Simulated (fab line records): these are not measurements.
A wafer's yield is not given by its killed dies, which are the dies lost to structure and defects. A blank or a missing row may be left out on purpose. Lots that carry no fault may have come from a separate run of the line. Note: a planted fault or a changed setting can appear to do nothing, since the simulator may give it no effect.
fab line records	flow gf180mcu
[record] lots = 24	wafers = 72	last_day = 34
route steps=602 shown VT_IMPLANT@100 DUAL_GATE@154 V4@491 M5@537 V5@545 TOP_METAL@573
lots that met no fault: from a run of the same line without faults
start_h: hours from the record's first day to the start of the lot's first wafer shown	wait_h: time in hours since the lot's previous step	" identical to the entry in the row above	L1.1+2: several wafers, shown together as one row	- no value, or no start was given	* or withheld: withheld	< > ~ a bound
route shown NAME@n: NAME is a module with steps in the file, n the number in the route of the first one	usual: mean/standard deviation taken from wafers without a fault	same: alike in all rows	chamber/n: place in a boat	sites: each site's reading	_std_site: standard deviation across them	_edge_site: mean of outer sites minus mean of inner sites	radius_mm: for every site, how far away it sits from the centre of the wafer	mask NAME#n: copy n	behind: the most recent tool/chamber to have shaped the wafer	hold: why the lot went on hold/how many hours it stayed there/how the hold came to an end	device: the transistor (n, p or np) that didn't switch	end of line: the same wafers' tests at the end of the route	where a step has no rows: the recipe by itself	killed: dies that structure and defects cost at the first sort, which is not the same as the wafer's yield	map: a wafer's dies, marking killed ones x, the rest . and places with no die _
set.NAME: setting as actually run; set.NAME@STEP: the setting as run at that earlier step	model.NAME: the simulator's own value behind a step, which no gauge read
a sample of lots followed through the steps of the route, with each step as a table and each wafer as a row
services: the hour from which a tool's chamber was out of use, counted from the record's first day as start_h (under 0 if before that day), plus the number of hours and why
[[steps]]
[step GF_VT_IMPLANT_TW_MEAS_10]
[usual] VT_IMPLANT_TW = 557/6.5
lot.wafer	tool	chamber	start_h	wait_h	VT_IMPLANT_TW
L074.4	film_metro-03	-	111.12	0.1	551
L074.5	"	-	"	"	552
L074.6	"	-	"	"	551
L075.2	film_metro-03	-	114.67	0.1	551
L075.3	"	-	"	"	551
L075.6	"	-	"	"	552
L076.1	film_metro-01	-	123.26	0.1	562
L076.3	"	-	"	"	561
L076.4	"	-	"	"	563
L077.1	film_metro-03	-	131.28	0.1	551
L077.5	"	-	"	"	553
L077.6	"	-	"	"	551
L078.1	film_metro-03	-	133.43	0.1	551
L078.2	"	-	"	"	553
L078.5	"	-	"	"	551
L079.1	film_metro-03	-	139.64	0.1	550
L079.2	"	-	"	"	552
L079.6	"	-	"	"	552
L080.1	film_metro-02	-	146.91	0.1	561
L080.5	"	-	"	"	563
L080.6	"	-	"	"	559
L081.1	film_metro-03	-	151.61	0.1	551
L081.4	"	-	"	"	553
L081.5	"	-	"	"	550
L082.1	film_metro-01	-	158.04	0.1	562
L082.2	"	-	"	"	565
L082.3	"	-	"	"	564
L083.1	film_metro-02	-	164.88	0.1	565
L083.3	"	-	"	"	561
L083.4	"	-	"	"	564
L084.2	film_metro-02	-	169.07	0.1	565
L084.4	"	-	"	"	566
L084.6	"	-	"	"	563
L085.4	film_metro-01	-	173.71	0.1	559
L085.5	"	-	"	"	559
L085.6	"	-	"	"	558
L086.3	film_metro-03	-	184.08	0.1	551
L086.4	"	-	"	"	552
L086.5	"	-	"	"	548
L087.3	film_metro-02	-	191.60	0.1	565
L087.4	"	-	"	"	565
L087.5	"	-	"	"	563
L088.2	film_metro-03	-	194.39	0.1	545
L088.4	"	-	"	"	547
L088.6	"	-	"	"	548
L089.3	film_metro-01	-	204.95	0.1	561
L089.4	"	-	"	"	562
L089.6	"	-	"	"	560
L090.2	film_metro-01	-	212.34	0.1	562
L090.4	"	-	"	"	560
L090.5	"	-	"	"	564
L091.3	film_metro-03	-	218.36	0.1	553
L091.4	"	-	"	"	550
L091.5	"	-	"	"	550
L092.1	film_metro-01	-	221.61	0.1	561
L092.2	"	-	"	"	568
L092.6	"	-	"	"	564
L093.2	film_metro-03	-	229.04	0.1	553
L093.3	"	-	"	"	551
L093.4	"	-	"	"	551
L094.4	film_metro-01	-	236.39	0.1	563
L094.5	"	-	"	"	565
L094.6	"	-	"	"	561
L095.3	film_metro-01	-	241.90	0.1	565
L095.4	"	-	"	"	564
L095.5	"	-	"	"	564
L096.1	film_metro-03	-	247.47	0.1	548
L096.4	"	-	"	"	549
L096.5	"	-	"	"	549
L097.2	film_metro-03	-	251.09	0.1	552
L097.4	"	-	"	"	548
L097.6	"	-	"	"	548
[step GF_DUAL_GATE_STRIP_13]
[recipe] chemistry = O2/N2	power_w = 1400	pressure_mtorr = 1500	platen_temp_c = 250	o2_flow_sccm = 3000	n2_flow_sccm = 300	overash_fraction = 0.5
[usual] drypump_motor_current_A = 5.9/0.53	heater_power_w = 327/36	oes_product_au = 0.715/0.0043	strip_time_to_endpoint_s = 12.61/0.038
lot.wafer	tool	chamber	start_h	wait_h	drypump_motor_current_A	heater_power_w	oes_product_au	rf_hours_counter_h	strip_time_to_endpoint_s
L074.4	plasma_asher-01	0	173.80	0.0	6.3	331	0.709	-	12.59
L074.5	"	0	"	"	6.3	342	0.715	-	12.60
L074.6	"	1	"	"	5.6	411	0.712	-	12.57
L075.2	plasma_asher-04	0	176.52	0.0	5.9	275	0.720	38	12.68
L075.3	"	0	"	"	5.9	269	0.723	-	12.66
L075.6	"	0	"	"	5.9	269	0.711	-	12.68
L076.1	plasma_asher-03	1	187.13	0.0	6.7	336	0.710	51	12.58
L076.3	"	1	"	"	6.7	340	0.714	-	12.63
L076.4	"	0	"	"	6.1	335	0.716	-	12.61
L077.1	plasma_asher-04	1	195.27	0.0	5.1	320	0.716	41	12.64
L077.5	"	0	"	"	5.9	270	0.717	-	12.62
L077.6	"	1	"	"	5.1	320	0.711	-	12.64
L078.1	plasma_asher-03	0	199.57	0.0	6.1	327	0.707	52	12.59
L078.2	"	1	"	"	6.7	337	0.712	52	12.61
L078.5	"	0	"	"	6.1	326	0.719	-	12.60
L079.1	plasma_asher-04	1	205.52	0.0	5.1	325	0.708	42	12.64
L079.2	"	0	"	"	5.8	274	0.719	42	12.60
L079.6	"	1	"	"	5.1	327	0.712	-	12.64
L080.1	plasma_asher-04	1	214.91	0.0	5.1	319	0.718	43	12.66
L080.5	"	1	"	"	5.1	326	0.720	-	12.64
L080.6	"	0	"	"	5.9	277	0.717	-	12.66
L081.1	plasma_asher-04	0	221.66	0.0	5.9	276	0.718	43	12.56
L081.4	"	1	"	"	5.1	323	0.718	-	12.60
L081.5	"	0	"	"	5.9	284	0.709	-	12.54
L082.1	plasma_asher-03	0	227.26	0.0	6.1	329	0.711	55	12.60
L082.2	"	1	"	"	6.6	339	0.717	55	12.60
L082.3	"	0	"	"	6.1	328	0.711	-	12.53
L083.1	plasma_asher-04	0	233.27	0.0	5.9	281	0.720	44	12.59
L083.3	"	1	"	"	5.1	317	0.714	-	12.62
L083.4	"	0	"	"	5.9	276	0.716	-	12.62
L084.2	plasma_asher-03	1	241.06	0.0	6.7	338	0.714	56	12.58
L084.4	"	1	"	"	6.7	330	0.721	-	12.57
L084.6	"	1	"	"	6.7	326	0.716	-	12.54
L085.4	plasma_asher-01	1	243.99	0.0	5.6	401	0.717	-	12.61
L085.5	"	0	"	"	6.3	338	0.710	-	12.60
L085.6	"	1	"	"	5.6	400	0.716	-	12.64
L086.3	plasma_asher-03	1	258.90	0.0	6.6	338	0.715	-	12.56
L086.4	"	0	"	"	6.1	320	0.708	-	12.56
L086.5	"	1	"	"	6.7	326	0.715	-	12.57
L087.3	plasma_asher-01	0	264.20	0.0	6.3	332	0.724	-	12.59
L087.4	"	1	"	"	5.6	390	0.715	-	12.57
L087.5	"	1	"	"	5.6	406	0.720	-	12.57
L088.2	plasma_asher-03	1	269.47	0.0	6.7	337	0.721	59	12.62
L088.4	"	0	"	"	6.1	323	0.709	-	12.64
L088.6	"	1	"	"	6.7	343	0.715	-	12.61
L089.3	plasma_asher-04	0	282.15	0.0	5.9	271	0.718	-	12.62
L089.4	"	1	"	"	5.1	310	0.717	-	12.62
L089.6	"	1	"	"	5.1	316	0.710	-	12.63
L090.2	plasma_asher-04	1	290.46	0.0	5.1	315	0.722	51	12.66
L090.4	"	1	"	"	5.1	331	0.713	-	12.61
L090.5	"	0	"	"	5.9	284	0.714	-	12.60
L091.3	plasma_asher-03	0	295.74	0.0	6.1	328	0.709	-	12.66
L091.4	"	1	"	"	6.7	328	0.715	-	12.67
L091.5	"	1	"	"	6.6	337	0.714	-	12.64
L092.1	plasma_asher-04	1	302.10	0.0	5.1	318	0.711	52	12.69
L092.2	"	0	"	"	5.9	271	0.718	52	12.64
L092.6	"	0	"	"	5.9	279	0.709	-	12.66
L093.2	plasma_asher-01	0	310.25	0.0	6.3	327	0.713	70	12.57
L093.3	"	0	"	"	6.3	330	0.710	-	12.54
L093.4	"	1	"	"	5.6	404	0.712	-	12.58
L094.4	plasma_asher-03	0	317.94	0.0	6.1	331	0.723	-	12.58
L094.5	"	0	"	"	6.1	328	0.716	-	12.61
L094.6	"	1	"	"	6.6	333	0.714	-	12.58
L095.3	plasma_asher-01	1	325.15	0.0	5.6	395	0.716	-	12.69
L095.4	"	0	"	"	6.3	334	0.717	-	12.65
L095.5	"	1	"	"	5.6	404	0.709	-	12.69
L096.1	plasma_asher-01	1	331.36	0.0	5.6	389	0.712	73	12.61
L096.4	"	0	"	"	6.3	331	0.714	-	12.59
L096.5	"	1	"	"	5.6	405	0.711	-	12.59
L097.2	plasma_asher-04	1	340.26	0.0	5.1	319	0.710	56	12.63
L097.4	"	1	"	"	5.1	307	0.713	-	12.58
L097.6	"	1	"	"	5.1	319	0.720	-	12.58
[step GF_V4_OVL_MEAS_15]
[usual] V4_OVL = -1/6.2
lot.wafer	tool	chamber	start_h	wait_h	V4_OVL[nm]
L074.4	overlay-01	-	556.98	0.1	-7
L074.5	"	-	"	"	-1
L074.6	"	-	"	"	-2
L075.2	overlay-01	-	558.57	0.1	1
L075.3	"	-	"	"	-10
L075.6	"	-	"	"	2
L076.1	overlay-01	-	574.21	0.1	1
L076.3	"	-	"	"	1
L076.4	"	-	"	"	-3
L077.1	overlay-01	-	583.01	0.1	9
L077.5	"	-	"	"	8
L077.6	"	-	"	"	8
L078.1	overlay-02	-	593.26	0.1	-1
L078.2	"	-	"	"	6
L078.5	"	-	"	"	-5
L079.1	overlay-01	-	599.41	0.1	7
L079.2	"	-	"	"	3
L079.6	"	-	"	"	2
L080.1	overlay-01	-	611.06	0.1	7
L080.5	"	-	"	"	2
L080.6	"	-	"	"	4
L081.1	overlay-02	-	617.64	0.1	-6
L081.4	"	-	"	"	2
L081.5	"	-	"	"	1
L082.1	overlay-01	-	622.71	0.1	0
L082.2	"	-	"	"	-5
L082.3	"	-	"	"	0
L083.1	overlay-02	-	628.61	0.1	-5
L083.3	"	-	"	"	-9
L083.4	"	-	"	"	-3
L084.2	overlay-02	-	640.28	0.1	-3
L084.4	"	-	"	"	-1
L084.6	"	-	"	"	-5
L085.4	overlay-02	-	643.26	0.1	-5
L085.5	"	-	"	"	-8
L085.6	"	-	"	"	-6
L086.3	overlay-02	-	661.57	0.1	0
L086.4	"	-	"	"	-9
L086.5	"	-	"	"	-8
L087.3	overlay-02	-	665.80	0.1	-6
L087.4	"	-	"	"	-9
L087.5	"	-	"	"	3
L088.2	overlay-01	-	667.72	0.1	11
L088.4	"	-	"	"	15
L088.6	"	-	"	"	18
L089.3	overlay-02	-	684.37	0.1	-5
L089.4	"	-	"	"	4
L089.6	"	-	"	"	9
L090.2	overlay-02	-	694.52	0.1	-4
L090.4	"	-	"	"	-5
L090.5	"	-	"	"	-5
L091.3	overlay-01	-	698.00	0.1	0
L091.4	"	-	"	"	6
L091.5	"	-	"	"	5
L092.1	overlay-01	-	702.41	0.1	12
L092.2	"	-	"	"	0
L092.6	"	-	"	"	2
L093.2	overlay-02	-	710.54	0.1	8
L093.3	"	-	"	"	10
L093.4	"	-	"	"	-1
L094.4	overlay-01	-	716.66	0.1	3
L094.5	"	-	"	"	-2
L094.6	"	-	"	"	7
L095.3	overlay-01	-	721.77	0.1	-11
L095.4	"	-	"	"	-4
L095.5	"	-	"	"	-7
L096.1	overlay-02	-	724.49	0.1	-7
L096.4	"	-	"	"	-6
L096.5	"	-	"	"	-7
L097.2	overlay-02	-	734.01	0.1	-4
L097.4	"	-	"	"	-8
L097.6	"	-	"	"	0
[step GF_M5_STRIP_11]
[recipe] chemistry = O2/N2	power_w = 1400	pressure_mtorr = 1500	platen_temp_c = 250	o2_flow_sccm = 3000	n2_flow_sccm = 300	overash_fraction = 0.5
[usual] drypump_motor_current_A = 5.9/0.53	heater_power_w = 334/37	oes_product_au = 0.544/0.005	strip_time_to_endpoint_s = 7.53/0.043
lot.wafer	tool	chamber	start_h	wait_h	drypump_motor_current_A	heater_power_w	oes_product_au	rf_hours_counter_h	strip_time_to_endpoint_s
L074.4	plasma_asher-01	1	602.77	0.1	5.5	414	0.540	-	7.53
L074.5	"	0	"	"	6.3	331	0.537	-	7.49
L074.6	"	1	"	"	5.6	394	0.533	-	7.54
L075.2	plasma_asher-03	1	604.53	0.1	6.7	338	0.543	18	7.50
L075.3	"	1	"	"	6.7	340	0.553	-	7.55
L075.6	"	1	"	"	6.6	338	0.545	-	7.50
L076.1	plasma_asher-01	1	619.28	0.1	5.6	400	0.546	95	7.58
L076.3	"	1	"	"	5.6	399	0.539	-	7.49
L076.4	"	0	"	"	6.3	327	0.540	-	7.52
L077.1	plasma_asher-03	1	627.82	0.1	6.7	334	0.549	21	7.59
L077.5	"	0	"	"	6.1	371	0.546	-	7.58
L077.6	"	1	"	"	6.7	338	0.548	-	7.56
L078.1	plasma_asher-04	0	637.03	0.1	5.9	281	0.539	89	7.43
L078.2	"	1	"	"	5.1	326	0.547	89	7.49
L078.5	"	0	"	"	5.9	276	0.538	-	7.38
L079.1	plasma_asher-04	0	642.38	0.1	5.9	280	0.546	90	7.55
L079.2	"	1	"	"	5.1	320	0.545	90	7.58
L079.6	"	0	"	"	5.8	277	0.545	-	7.56
L080.1	plasma_asher-04	1	653.67	0.1	5.1	323	0.549	91	7.52
L080.5	"	0	"	"	5.8	275	0.551	-	7.62
L080.6	"	1	"	"	5.1	325	0.546	-	7.56
L081.1	plasma_asher-01	1	659.32	0.1	5.6	413	0.539	100	7.49
L081.4	"	0	"	"	6.3	337	0.540	-	7.49
L081.5	"	0	"	"	6.3	334	0.536	-	7.50
L082.1	plasma_asher-01	0	669.47	0.1	6.3	337	0.550	101	7.51
L082.2	"	1	"	"	5.6	396	0.543	101	7.54
L082.3	"	1	"	"	5.6	399	0.551	-	7.59
L083.1	plasma_asher-03	1	670.58	0.1	6.7	336	0.554	23	7.51
L083.3	"	0	"	"	6.1	362	0.547	-	7.55
L083.4	"	1	"	"	6.7	340	0.551	-	7.58
L084.2	plasma_asher-04	1	681.18	0.1	5.1	330	0.544	94	7.45
L084.4	"	0	"	"	5.9	274	0.540	-	7.53
L084.6	"	1	"	"	5.1	321	0.542	-	7.44
L085.4	plasma_asher-03	0	683.91	0.1	6.1	357	0.542	-	7.51
L085.5	"	0	"	"	6.1	352	0.543	-	7.45
L085.6	"	1	"	"	6.7	341	0.537	-	7.50
L086.3	plasma_asher-03	1	701.26	0.1	6.6	338	0.550	-	7.56
L086.4	"	0	"	"	6.1	357	0.550	-	7.54
L086.5	"	0	"	"	6.1	367	0.541	-	7.59
L087.3	plasma_asher-04	0	705.51	0.1	5.9	273	0.537	-	7.48
L087.4	"	1	"	"	5.1	322	0.548	-	7.58
L087.5	"	0	"	"	5.9	271	0.539	-	7.54
L088.2	plasma_asher-01	1	707.53	0.1	5.6	396	0.546	105	7.58
L088.4	"	0	"	"	6.3	339	0.556	-	7.61
L088.6	"	0	"	"	6.3	328	0.546	-	7.61
L089.3	plasma_asher-04	1	723.41	0.1	5.1	325	0.538	-	7.51
L089.4	"	0	"	"	5.8	275	0.543	-	7.53
L089.6	"	0	"	"	5.9	278	0.532	-	7.52
L090.2	plasma_asher-04	0	732.33	0.1	5.9	267	0.538	100	7.50
L090.4	"	0	"	"	5.9	267	0.540	-	7.54
L090.5	"	1	"	"	5.1	318	0.545	-	7.49
L091.3	plasma_asher-04	1	739.68	0.1	5.1	319	0.543	-	7.52
L091.4	"	0	"	"	5.8	279	0.546	-	7.56
L091.5	"	0	"	"	5.9	279	0.543	-	7.54
L092.1	plasma_asher-03	0	739.72	0.1	6.1	363	0.549	30	7.53
L092.2	"	1	"	"	6.7	336	0.537	30	7.54
L092.6	"	1	"	"	6.7	342	0.548	-	7.49
L093.2	plasma_asher-03	1	747.53	0.1	6.7	344	0.545	31	7.52
L093.3	"	1	"	"	6.7	338	0.545	-	7.54
L093.4	"	0	"	"	6.1	361	0.552	-	7.55
L094.4	plasma_asher-01	1	753.22	0.1	5.6	393	0.539	-	7.55
L094.5	"	0	"	"	6.3	311	0.546	-	7.55
L094.6	"	1	"	"	5.6	398	0.548	-	7.60
L095.3	plasma_asher-03	1	757.62	0.1	6.6	339	0.535	-	7.48
L095.4	"	0	"	"	6.1	365	0.553	-	7.56
L095.5	"	1	"	"	6.7	325	0.548	-	7.53
L096.1	plasma_asher-03	0	758.98	0.1	6.1	362	0.544	32	7.55
L096.4	"	1	"	"	6.7	331	0.549	-	7.53
L096.5	"	0	"	"	6.1	357	0.539	-	7.57
L097.2	plasma_asher-04	1	767.92	0.1	5.1	310	0.543	104	7.50
L097.4	"	1	"	"	5.1	319	0.541	-	7.52
L097.6	"	0	"	"	5.9	272	0.540	-	7.48
[step GF_V5_BOW_MEAS_05]
[recipe] mode = bow
[usual] V5_BOW = 132/8.3
lot.wafer	tool	chamber	start_h	wait_h	V5_BOW[um]
L074.4	film_metro-04	-	603.92	0.2	134
L074.5	"	-	"	"	123
L074.6	"	-	"	"	133
L075.2	film_metro-04	-	605.67	0.2	132
L075.3	"	-	"	"	127
L075.6	"	-	"	"	125
L076.1	film_metro-04	-	620.42	0.2	129
L076.3	"	-	"	"	131
L076.4	"	-	"	"	140
L077.1	film_metro-01	-	628.96	0.2	136
L077.5	"	-	"	"	127
L077.6	"	-	"	"	125
L078.1	film_metro-02	-	638.24	0.2	130
L078.2	"	-	"	"	110
L078.5	"	-	"	"	140
L079.1	film_metro-04	-	643.81	0.2	145
L079.2	"	-	"	"	133
L079.6	"	-	"	"	145
L080.1	film_metro-04	-	654.78	0.2	134
L080.5	"	-	"	"	137
L080.6	"	-	"	"	122
L081.1	film_metro-01	-	660.43	0.2	144
L081.4	"	-	"	"	151
L081.5	"	-	"	"	157
L082.1	film_metro-04	-	670.59	0.1	138
L082.2	"	-	"	"	137
L082.3	"	-	"	"	134
L083.1	film_metro-02	-	671.98	0.1	143
L083.3	"	-	"	"	124
L083.4	"	-	"	"	134
L084.2	film_metro-01	-	682.32	0.2	139
L084.4	"	-	"	"	145
L084.6	"	-	"	"	140
L085.4	film_metro-01	-	685.31	0.3	136
L085.5	"	-	"	"	139
L085.6	"	-	"	"	135
L086.3	film_metro-01	-	702.55	0.2	124
L086.4	"	-	"	"	120
L086.5	"	-	"	"	122
L087.3	film_metro-02	-	706.67	0.2	127
L087.4	"	-	"	"	140
L087.5	"	-	"	"	136
L088.2	film_metro-02	-	708.66	0.2	131
L088.4	"	-	"	"	128
L088.6	"	-	"	"	126
L089.3	film_metro-02	-	724.56	0.2	126
L089.4	"	-	"	"	124
L089.6	"	-	"	"	119
L090.2	film_metro-04	-	733.49	0.1	133
L090.4	"	-	"	"	129
L090.5	"	-	"	"	140
L091.3	film_metro-02	-	740.80	0.3	145
L091.4	"	-	"	"	140
L091.5	"	-	"	"	140
L092.1	film_metro-04	-	740.85	0.1	124
L092.2	"	-	"	"	133
L092.6	"	-	"	"	115
L093.2	film_metro-01	-	748.83	0.2	127
L093.3	"	-	"	"	135
L093.4	"	-	"	"	119
L094.4	film_metro-01	-	754.64	0.4	129
L094.5	"	-	"	"	124
L094.6	"	-	"	"	130
L095.3	film_metro-04	-	758.76	0.2	143
L095.4	"	-	"	"	137
L095.5	"	-	"	"	138
L096.1	film_metro-02	-	760.38	0.1	136
L096.4	"	-	"	"	142
L096.5	"	-	"	"	133
L097.2	film_metro-04	-	769.26	0.2	128
L097.4	"	-	"	"	121
L097.6	"	-	"	"	127
[step GF_TOP_METAL_THK_MEAS_06]
[recipe] thk_meas_gauge = xrf	reads = AlCu_of_TOP_METAL_SPUTTER_02
[usual] TOP_METAL_ALCU_THK = 885/10
lot.wafer	tool	chamber	start_h	wait_h	TOP_METAL_ALCU_THK[nm]
L074.4	film_metro-03	-	626.44	0.1	899
L074.5	"	-	"	"	895
L074.6	"	-	"	"	900
L075.2	film_metro-03	-	628.59	0.1	884
L075.3	"	-	"	"	893
L075.6	"	-	"	"	893
L076.1	film_metro-02	-	642.61	0.1	883
L076.3	"	-	"	"	896
L076.4	"	-	"	"	887
L077.1	film_metro-04	-	651.10	0.1	880
L077.5	"	-	"	"	879
L077.6	"	-	"	"	871
L078.1	film_metro-02	-	659.66	0.1	873
L078.2	"	-	"	"	868
L078.5	"	-	"	"	864
L079.1	film_metro-02	-	665.29	0.1	887
L079.2	"	-	"	"	883
L079.6	"	-	"	"	882
L080.1	film_metro-03	-	678.10	0.1	872
L080.5	"	-	"	"	881
L080.6	"	-	"	"	872
L081.1	film_metro-03	-	680.93	0.1	887
L081.4	"	-	"	"	893
L081.5	"	-	"	"	891
L082.1	film_metro-02	-	690.56	0.1	892
L082.2	"	-	"	"	892
L082.3	"	-	"	"	888
L083.1	film_metro-02	-	692.61	0.1	892
L083.3	"	-	"	"	897
L083.4	"	-	"	"	898
L084.2	film_metro-02	-	703.16	0.1	871
L084.4	"	-	"	"	862
L084.6	"	-	"	"	878
L085.4	film_metro-02	-	705.87	0.1	877
L085.5	"	-	"	"	889
L085.6	"	-	"	"	887
L086.3	film_metro-04	-	722.22	0.1	890
L086.4	"	-	"	"	877
L086.5	"	-	"	"	877
L087.3	film_metro-02	-	726.13	0.1	917
L087.4	"	-	"	"	895
L087.5	"	-	"	"	900
L088.2	film_metro-02	-	728.37	0.1	886
L088.4	"	-	"	"	883
L088.6	"	-	"	"	892
L089.3	film_metro-03	-	743.36	0.1	895
L089.4	"	-	"	"	891
L089.6	"	-	"	"	893
L090.2	film_metro-03	-	754.85	0.1	871
L090.4	"	-	"	"	873
L090.5	"	-	"	"	876
L091.3	film_metro-04	-	759.23	0.1	893
L091.4	"	-	"	"	897
L091.5	"	-	"	"	891
L092.1	film_metro-02	-	759.47	0.1	912
L092.2	"	-	"	"	899
L092.6	"	-	"	"	893
L093.2	film_metro-02	-	767.22	0.1	884
L093.3	"	-	"	"	885
L093.4	"	-	"	"	887
L094.4	film_metro-04	-	772.97	0.1	883
L094.5	"	-	"	"	873
L094.6	"	-	"	"	890
L095.3	film_metro-04	-	776.31	0.1	867
L095.4	"	-	"	"	881
L095.5	"	-	"	"	887
L096.1	film_metro-03	-	778.61	0.1	884
L096.4	"	-	"	"	881
L096.5	"	-	"	"	884
L097.2	film_metro-04	-	787.15	0.1	882
L097.4	"	-	"	"	870
L097.6	"	-	"	"	881
[[services]]
tool	chamber	start_h	hours	kind
plasma_asher-03	-	178.55	2.1	repair
plasma_asher-01	-	249.89	1.5	repair
plasma_asher-01	-	364.93	80.9	repair
plasma_asher-03	-	390.25	1.5	repair
plasma_asher-04	-	416.42	1.3	repair
plasma_asher-03	-	421.25	9.0	pm
plasma_asher-03	0	421.25	9.0	vent_cycle
plasma_asher-03	1	421.25	9.0	vent_cycle
plasma_asher-03	0	430.25	-	clean
plasma_asher-03	1	430.25	-	clean
plasma_asher-03	-	466.03	2.8	repair
plasma_asher-03	-	637.33	4.2	repair
plasma_asher-03	-	652.72	15.6	pm
plasma_asher-01	-	661.83	0.9	repair
plasma_asher-03	-	680.19	3.6	repair
plasma_asher-01	-	733.75	9.0	pm
plasma_asher-01	0	733.75	9.0	vent_cycle
plasma_asher-01	1	733.75	9.0	vent_cycle
plasma_asher-01	0	742.75	-	clean
plasma_asher-01	1	742.75	-	clean
plasma_asher-01	-	756.30	14.6	pm
[[key]]
fault none
